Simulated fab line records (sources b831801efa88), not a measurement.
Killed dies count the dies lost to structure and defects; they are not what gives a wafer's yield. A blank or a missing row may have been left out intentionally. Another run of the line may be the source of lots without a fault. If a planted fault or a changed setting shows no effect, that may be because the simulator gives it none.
2 desks, one fault ; flow gf180mcu ; each desk has only its own numbers; what lay behind them comes last

== AT THE METROLOGY DESK ==
Means of the sampled wafers that have a number, per lot and without regard to the tool the lot ran on: this is what the gauges read. The brackets show how far a lot's mean lies from the usual mean; more than 4 standard deviations puts the lot out of limits, marked OUT.
Columns: A = STI_CVD_03_THK at GF_STI_THK_MEAS_04, usual 207.5 nm; B = LVPWELL_RS at GF_VT_IMPLANT_RS_MEAS_48, usual 1197.6 ohm/sq
lot;first seen here;A;B
L844;day 1 13:35;207.9;1196.4
L845;day 1 18:35;209.6;1197.4
L846;day 1 23:34;207.2;1197.7
L847;day 2 04:35;207.5;1171.6 (-8.7) OUT
L849;day 2 14:35;206.5;1202.5
L851;day 3 01:19;206.7;1171.0 (-8.9) OUT
L858;day 4 11:34;208.7;1196.4
L860;day 4 22:04;204.6;1199.4
L862;day 5 08:39;207.6;1193.8
L864;day 5 19:17;207.2;1200.3
L866;day 6 04:38;207.7;1196.1
L867;day 6 08:52;210.7;1198.6
This desk finds L847, L851 out of limits, with the earliest case on L847 at day 8 12:53 (LVPWELL_RS at GF_VT_IMPLANT_RS_MEAS_48). In limits: L844, L845, L846, L849, L858, L860, L862, L864, L866, L867.

== FOR THE TOOL OWNER'S DESK: implanter-01 ==
GF_LVPWELL_IMPLANT_09, tool's own readings: per-lot mean of the sampled wafers with a number, covering each lot this tool ran. The brackets show how far a lot's mean lies from the usual mean; more than 4 standard deviations puts the lot out of limits, marked OUT.
Columns: A = beam_on_s at GF_LVPWELL_IMPLANT_09, usual 10.03 s; B = dose_ions_cm2 at GF_LVPWELL_IMPLANT_09, usual 5e+12; C = end_station_pressure_torr at GF_LVPWELL_IMPLANT_09, usual 5.02e-06 Torr; D = faraday_current_uA at GF_LVPWELL_IMPLANT_09, usual 28.1
lot;first seen here;A;B;C;D
L844;day 3 20:50;10.00;5e+12;4.74e-06;28.3
L846;day 4 11:05;10.14;5e+12;4.90e-06;27.8
L847;day 4 15:26;11.30 (+6.3) OUT;5e+12;5.08e-06;24.9 (-5.8) OUT
L851;day 5 12:02;11.60 (+7.9) OUT;5e+12;4.94e-06;24.3 (-6.9) OUT
Finding of this desk: L847, L851 out of limits; the first was L847 at day 4 15:26, on beam_on_s at GF_LVPWELL_IMPLANT_09. In limits: L844, L846.

== BROUGHT TOGETHER ==
On L847, L851, at day 4 15:26, an alarm was possible from the tool owner's desk.
Metrology desk: alarm possible at day 8 12:53 on L847, L851.
On implanter-01, each named lot ran GF_LVPWELL_IMPLANT_09.

== WHAT THE SIMULATOR PUT IN ==
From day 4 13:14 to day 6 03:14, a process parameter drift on implanter-01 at GF_LVPWELL_IMPLANT_09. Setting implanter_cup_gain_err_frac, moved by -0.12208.
Struck lots among those shown: L847, L851.
Time in hours from fault onset to the first out-of-limits reading at each desk: tool owner's desk 2, metrology desk 96.
